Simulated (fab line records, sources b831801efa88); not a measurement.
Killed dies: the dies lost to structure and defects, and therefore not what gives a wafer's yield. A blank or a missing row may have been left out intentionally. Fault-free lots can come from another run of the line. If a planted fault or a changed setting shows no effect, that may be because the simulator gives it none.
Which of the tools did it? | flow sky130 | 12 lots (36 wafers sampled), 1 step of a 708-step route

WHAT THE GAUGES SHOWED, per wafer
SKY_CAP2M_THK_MEAS_01.
lot  | measured     | on            | CAP2M_CVD_00_THK (nm)
L075 | day 40 06:29 | film-metro-02 | 15.62 15.80 15.72
L077 | day 41 00:23 | film-metro-02 | 15.68 15.52 15.62
L079 | day 41 10:20 | film-metro-02 | 15.09 15.26 15.28
L081 | day 42 04:41 | film-metro-01 | 15.00 15.27 15.12
L083 | day 42 10:14 | film-metro-02 | 15.26 15.53 15.84
L085 | day 43 04:10 | film-metro-04 | 15.16 15.26 15.24
L087 | day 43 21:42 | film-metro-04 | 15.22 15.35 15.47
L089 | day 44 06:43 | film-metro-04 | 15.21 15.56 15.37
L091 | day 44 19:49 | film-metro-02 | 15.53 15.22 15.66
L093 | day 45 09:37 | film-metro-04 | 15.29 15.40 15.56
L095 | day 45 16:41 | film-metro-02 | 15.28 15.89 15.43
L097 | day 46 07:56 | film-metro-02 | 15.28 15.49 15.43

WHAT TOOL EACH LOT RAN ON (gives the tool, then ch and the chambers of the sampled wafers, and finally the start)
Before these readings, the record contains no process step.

THE ANSWER, worked out from the rows above alone
Rule: what is usual is taken from the lots themselves. The widest of any qualifying gaps counts: lots, ordered by their means at a reading, are off when they make up no more than a third of the lots, leave a main group of 4 or more, and stand apart from it by 3 or more times the standard deviation of that group's means. A main group is skipped when, at the precision printed for the reading in the tables above, its means are all equal. A lot without any number at a reading at which 4 lots or more have one is off too. Where the step has rows for the other lots, those lots are counted as sound.
None of the lots is off at any reading shown; this tells nothing.

WHAT THE SIMULATOR HAD INSERTED
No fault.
